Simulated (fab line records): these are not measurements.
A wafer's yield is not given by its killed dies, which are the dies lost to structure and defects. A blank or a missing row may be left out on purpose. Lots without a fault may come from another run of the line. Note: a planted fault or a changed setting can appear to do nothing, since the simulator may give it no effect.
2 desks looking at one fault    flow sky130    what lay behind the numbers comes last; until then each desk has only its own

THE METROLOGY DESK
Means of the sampled wafers that have a number, per lot and without regard to the tool the lot ran on: this is what the gauges read. Any lot whose mean is over 4 standard deviations away from the usual mean is out of limits and marked OUT; that distance is given in the brackets.
Columns: A = VIA3_HDPCVD_THK at SKY_VIA3_THK_MEAS_01, usual 1667 nm
lot   first seen here  A
L817  day 39 15:11     1643
L818  day 39 19:21     1635
L819  day 39 23:19     1665
L821  day 40 12:07     1655
L822  day 40 22:59     1653
L823  day 41 10:45     1666
L824  day 41 16:32     1665
L826  day 41 22:23     1665
L834  day 44 08:01     1688
L835  day 44 10:08     1656
L838  day 45 05:40     1673
This desk's finding: nothing out of limits on any of the 11 lots.

THE TOOL OWNER'S DESK: pvdSputter-04
The tool's own readings at SKY_METAL5_SPUTTER_04 (material TiN, target thk 70 nm, time 58.3 s): means of the sampled wafers that have a number, for each lot that ran on this tool. Any lot whose mean is over 4 standard deviations away from the usual mean is out of limits and marked OUT; that distance is given in the brackets.
Columns: A = cathodeDcPowerW at SKY_METAL5_SPUTTER_04, usual 6499.9 W; B = throttleValvePct at SKY_METAL5_SPUTTER_04, usual 30.0 %
lot   first seen here  A                         B
L819  day 44 03:28     6500.7                    28.1
L821  day 44 14:36     6500.5                    30.0
L823  day 45 10:42     6500.0                    30.6
L834  day 48 00:56     6795.5 (+99 or more) OUT  29.2
L835  day 48 03:19     6796.0 (+99 or more) OUT  30.5
This desk's verdict: out of limits on L834, L835, starting with L834 at day 48 00:56 (cathodeDcPowerW at SKY_METAL5_SPUTTER_04). L819, L821, L823 stayed within limits.

TAKEN TOGETHER
On L834, L835, at day 48 00:56, an alarm was possible from the tool owner's desk.
At the metrology desk, nothing out of limits was observed.
The metrology desk has L834, L835 on record, within its limits.
Every lot named ran SKY_METAL5_SPUTTER_04 on pvdSputter-04.

WHAT HAD BEEN PUT IN BY THE SIMULATOR
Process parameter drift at SKY_METAL5_SPUTTER_04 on pvdSputter-04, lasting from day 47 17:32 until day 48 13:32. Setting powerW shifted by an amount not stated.
Lots struck among those shown: L834, L835.
Time in hours from fault onset to the first out-of-limits reading at each desk: the tool owner's desk, 7.
